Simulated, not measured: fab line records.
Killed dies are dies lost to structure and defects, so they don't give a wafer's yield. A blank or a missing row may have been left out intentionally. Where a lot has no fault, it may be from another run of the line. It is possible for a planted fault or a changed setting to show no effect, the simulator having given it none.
Chamber matching	flow gf180mcu	GF_V2_CMP_26 on cmp-01 has 4 sister chambers
The step polishes, stops on SiO2, t overpolish 15 s, target thk 0 nm. 8 wafers are shown with their chamber, then 9 later ones without.

WAFERS PAIRED WITH THEIR CHAMBERS
wafer	chamber	motor current A (A)	time to endpoint s (s)
L278.2	1	10.4	81
L281.3	1	11.1	88
L288.6	2	9.8	80
L289.5	3	9.2	83
L289.6	2	9.8	81
L295.2	3	9.6	83
L295.4	0	11.2	76
L295.5	0	11.6	76

WAFERS WITH NO CHAMBER GIVEN
wafer	motor current A (A)	time to endpoint s (s)
L294.2	11.4	80
L294.5	11.6	78
L294.6	10.6	86
L296.1	10.7	85
L296.2	9.1	88
L296.6	11.3	77
L297.1	10.8	90
L297.2	8.9	88
L297.4	10.3	87

WHICH CHAMBER EACH WENT THROUGH
wafer	from the rows above	in truth
L294.2	can't be placed: 0 or 1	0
L294.5	0	0
L294.6	1	1
L296.1	1	1
L296.2	can't be placed: 3 or 2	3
L296.6	0	0
L297.1	1	1
L297.2	can't be placed: 3 or 2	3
L297.4	can't be placed: 1 or 2 or 3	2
Placed correctly: 5 of 9. Not placeable from these rows: 4 (in 4, the candidates include the true chamber). Number placed wrongly: 0.
How it was worked out, from the rows above alone: a wafer's distance from a chamber is the root of the sum, over the readings, of the square of ((its reading less the chamber's mean) divided by the reading's scatter). The wafer belongs to the nearest chamber; if the next one is less than 2 further off, it can't be placed. A chamber's mean is the mean of its shown wafers. How the scatter is found: for the shown wafers, subtract from each reading the mean of its chamber, square and add these, divide the total by (wafers less chambers), then take the root.
